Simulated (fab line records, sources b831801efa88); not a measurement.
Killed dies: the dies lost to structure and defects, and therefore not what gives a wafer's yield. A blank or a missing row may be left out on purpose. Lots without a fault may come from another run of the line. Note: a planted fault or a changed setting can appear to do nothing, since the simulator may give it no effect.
The same fault as seen by 2 desks :: flow sfq-line :: numbers are kept per desk, each desk with only its own; the story behind them comes last

## AT THE METROLOGY DESK
Means of the sampled wafers that have a number, per lot and without regard to the tool the lot ran on: this is what the gauges read. If a lot's mean is further than 4 standard deviations from the usual mean, the lot is out of limits and carries the mark OUT (the distance appears in the brackets).
Columns: A = I1_OVL at SFQ_I1_OVL_MEAS_913, usual -3 nm; B = M2_NB_RS at SFQ_M2_RS_MEAS_914, usual 0.896 ohm/sq; C = M2_OVL at SFQ_M2_OVL_MEAS_916, usual -1 nm; D = I2_BOW at SFQ_I2_BOW_MEAS_917, usual 2 um; E = I2_OVL at SFQ_I2_OVL_MEAS_918, usual -2 nm; F = M3_NB_RS at SFQ_M3_RS_MEAS_919, usual 0.891 ohm/sq; G = M8_BOW at SFQ_M8_BOW_MEAS_951, usual 7 um
lot: L943
first seen here: day 18 16:20
A: -4
B: 0.899
C: 5
D: -7
E: 0
F: 0.884
G: -10

lot: L946
first seen here: day 19 18:17
A: -3
B: 0.895
C: 7
D: 8
E: -9
F: 0.897
G: -2

lot: L947
first seen here: day 19 20:42
A: 0
B: 0.883
C: -14
D: 5
E: -2
F: 0.895
G: 12

lot: L948
first seen here: day 20 12:17
A: -6
B: 0.891
C: -3
D: 0
E: 1
F: 0.888
G: -2

lot: L955
first seen here: day 23 22:48
A: -1
B: 0.899
C: -9
D: -1
E: -6
F: 0.889
G: 22

lot: L956
first seen here: day 24 07:13
A: -3
B: 0.903
C: -2
D: 7
E: 4
F: 0.900
G: 17

lot: L958
first seen here: day 25 04:23
A: -6
B: 0.899
C: -14
D: 12
E: -0
F: 0.899
G: 19
This desk's finding: nothing out of limits on any of the 7 lots.

## FOR THE TOOL OWNER'S DESK: krf-scanner-02
The tool's own readings at SFQ_TRILAYER_M2_LITHO_EXPOSE_058 (exposes mask M2, target cd 500 nm): means of the sampled wafers that have a number, for each lot that ran on this tool. If a lot's mean is further than 4 standard deviations from the usual mean, the lot is out of limits and carries the mark OUT (the distance appears in the brackets).
Columns: A = reticle-temp-C at SFQ_TRILAYER_M2_LITHO_EXPOSE_058, usual 23.02 C
lot: L946
first seen here: day 25 16:50
A: 22.93

lot: L947
first seen here: day 25 18:26
A: 23.04

lot: L948
first seen here: day 26 09:38
A: 23.00

lot: L955
first seen here: day 30 00:59
A: 22.96

lot: L956
first seen here: day 30 11:59
A: 23.15
This desk's finding: nothing out of limits on any of the 5 lots.

## ALL TOGETHER
Metrology desk: nothing out of limits seen.
The tool owner's desk saw nothing out of limits.

## WHAT THE SIMULATOR HAD PUT IN
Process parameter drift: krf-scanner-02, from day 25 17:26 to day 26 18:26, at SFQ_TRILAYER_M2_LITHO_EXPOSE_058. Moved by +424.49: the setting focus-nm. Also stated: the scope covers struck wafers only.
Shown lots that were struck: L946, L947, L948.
